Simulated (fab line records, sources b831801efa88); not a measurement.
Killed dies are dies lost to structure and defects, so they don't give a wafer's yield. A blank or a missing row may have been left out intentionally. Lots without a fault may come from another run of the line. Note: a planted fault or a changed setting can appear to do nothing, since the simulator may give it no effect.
Which tool is to blame? || flow sky130 || Sampling: 11 lots, 33 wafers, 3 of 708 route steps

== WHAT THE GAUGES SHOWED, per wafer ==
SKY_SD_P_TW_MEAS_11.
{"lot": "L870", "measured": "day 25 14:22", "on": "film-metro-03", "SD_P_TW": "2787 2771 2768"}
{"lot": "L871", "measured": "day 25 23:56", "on": "film-metro-04", "SD_P_TW": "2823 2841 2826"}
{"lot": "L872", "measured": "day 26 04:31", "on": "film-metro-03", "SD_P_TW": "2803 2808 2814"}
{"lot": "L873", "measured": "day 26 10:29", "on": "film-metro-02", "SD_P_TW": "2839 2837 2843"}
{"lot": "L876", "measured": "day 28 14:22", "on": "film-metro-03", "SD_P_TW": "2797 2792 2796"}
{"lot": "L884", "measured": "day 31 19:50", "on": "film-metro-03", "SD_P_TW": "2814 2793 2791"}
{"lot": "L888", "measured": "day 32 19:37", "on": "film-metro-03", "SD_P_TW": "2794 2802 2798"}
{"lot": "L889", "measured": "day 33 01:26", "on": "film-metro-04", "SD_P_TW": "2630 2635 2648"}
{"lot": "L890", "measured": "day 33 08:31", "on": "film-metro-03", "SD_P_TW": "2609 2609 2608"}
{"lot": "L891", "measured": "day 33 09:38", "on": "film-metro-04", "SD_P_TW": "2833 2822 2818"}
{"lot": "L892", "measured": "day 34 06:59", "on": "film-metro-02", "SD_P_TW": "2815 2838 2809"}

== EACH LOT AND THE TOOL THAT RAN IT (in order: tool; ch and the chambers of the sampled wafers; start) ==
{"lot": "L870", "SKY_SD_P_IMPLANT_09": "implanter-02 ch 0, day 25 14:09", "SKY_SD_P_STRIP_10": "plasma-asher-02 ch 0,1, day 25 14:17"}
{"lot": "L871", "SKY_SD_P_IMPLANT_09": "implanter-03 ch 0, day 25 23:41", "SKY_SD_P_STRIP_10": "plasma-asher-02 ch 0,1, day 25 23:50"}
{"lot": "L872", "SKY_SD_P_IMPLANT_09": "implanter-01 ch 0, day 26 04:16", "SKY_SD_P_STRIP_10": "plasma-asher-01 ch 0,1, day 26 04:25"}
{"lot": "L873", "SKY_SD_P_IMPLANT_09": "implanter-03 ch 0, day 26 10:14", "SKY_SD_P_STRIP_10": "plasma-asher-03 ch 0,1, day 26 10:23"}
{"lot": "L876", "SKY_SD_P_IMPLANT_09": "implanter-02 ch 0, day 28 14:07", "SKY_SD_P_STRIP_10": "plasma-asher-02 ch 0,1, day 28 14:16"}
{"lot": "L884", "SKY_SD_P_IMPLANT_09": "implanter-02 ch 0, day 31 19:36", "SKY_SD_P_STRIP_10": "plasma-asher-01 ch 0,1, day 31 19:44"}
{"lot": "L888", "SKY_SD_P_IMPLANT_09": "implanter-02 ch 0, day 32 19:23", "SKY_SD_P_STRIP_10": "plasma-asher-01 ch 0,1, day 32 19:30"}
{"lot": "L889", "SKY_SD_P_IMPLANT_09": "implanter-03 ch 0, day 33 01:11", "SKY_SD_P_STRIP_10": "plasma-asher-01 ch 0,1, day 33 01:20"}
{"lot": "L890", "SKY_SD_P_IMPLANT_09": "implanter-03 ch 0, day 33 08:17", "SKY_SD_P_STRIP_10": "plasma-asher-03 ch 0,1, day 33 08:25"}
{"lot": "L891", "SKY_SD_P_IMPLANT_09": "implanter-01 ch 0, day 33 09:23", "SKY_SD_P_STRIP_10": "plasma-asher-01 ch 0,1, day 33 09:32"}
{"lot": "L892", "SKY_SD_P_IMPLANT_09": "implanter-01 ch 0, day 34 06:44", "SKY_SD_P_STRIP_10": "plasma-asher-01 ch 0,1, day 34 06:53"}
- SKY_SD_P_IMPLANT_09
- SKY_SD_P_STRIP_10: strips in O2/N2.

== THE ANSWER, worked out from the rows above alone ==
Rule: the usual values come from the lots themselves. The widest of any qualifying gaps counts: lots, ordered by their means at a reading, are off when they make up no more than a third of the lots, leave a main group of 4 or more, and stand apart from it by 3 or more times the standard deviation of that group's means. The tables above print the reading to a certain number of digits; a main group whose means all agree to those digits is not used. Also off: a lot with no number at a reading for which 4 or more lots have one. Where the step has rows for the other lots, those lots are counted as sound.
Off: L889, L890, seen at SKY_SD_P_TW_MEAS_11 (SD_P_TW). The main group: mean 2810, standard deviation 19.
A tool fits if, at a process step before that reading, it ran every lot that is off, and no sound lot after the first of them. Gauges at SKY_SD_P_TW_MEAS_11: tried the same way as those tools. One fits: SKY_SD_P_IMPLANT_09 on implanter-03. A fault onset in the window from L873 (day 26 10:14, its last sound lot) to L889 (day 33 01:11, its first lot off) fits.

== WHAT WAS PUT IN BY THE SIMULATOR ==
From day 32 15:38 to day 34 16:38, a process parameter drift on implanter-03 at SKY_SD_P_IMPLANT_09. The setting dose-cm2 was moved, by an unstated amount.
Lots struck among those shown: L889, L890. Same finding as the rule above.
